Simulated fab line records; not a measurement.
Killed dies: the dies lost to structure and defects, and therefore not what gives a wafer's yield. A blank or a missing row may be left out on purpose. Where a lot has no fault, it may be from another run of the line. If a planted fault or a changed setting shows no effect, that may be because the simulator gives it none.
Matching of chambers    flow sky130    SKY_CAPM_CVD_00 on pecvd-01: 3 sister chambers
The step deposits SiO2, target thk 15.5 nm. 6 wafers are shown with their chamber, then 9 later ones without.

== WAFERS, EACH WITH ITS CHAMBER ==
wafer   chamber  heater power w (W)
L089.1  0        682
L089.6  0        674
L092.1  1        806
L093.1  2        825
L093.2  1        808
L093.6  2        816

== WAFERS MISSING THEIR CHAMBER ==
wafer   heater power w (W)
L095.1  620
L095.2  717
L095.3  781
L095.4  702
L095.5  613
L095.6  799
L097.2  827
L097.3  824
L097.4  819

== CHAMBER TAKEN BY EACH ==
wafer    from the rows above   in truth
L095.1   0                     0
L095.2   0                     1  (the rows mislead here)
L095.3   1                     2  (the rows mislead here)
L095.4   0                     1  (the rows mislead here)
L095.5   0                     0
L095.6   1                     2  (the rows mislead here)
L097.2   2                     2
L097.3   2                     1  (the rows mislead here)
L097.4   2                     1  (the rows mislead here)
Correctly placed: 3 of 9. Can't be placed from these rows: 0. Placed wrongly: 6.
How it was worked out, from the rows above alone: a wafer's distance from a chamber is the root of the sum, over the readings, of the square of ((its reading less the chamber's mean) divided by the reading's scatter). The wafer belongs to the nearest chamber; if the next one is less than 2 further off, it can't be placed. For every chamber, the mean is computed from those of its wafers that are shown. The scatter: the root of (the sum of the squares of (reading less its chamber's mean) over the shown wafers, divided by (wafers less chambers)).
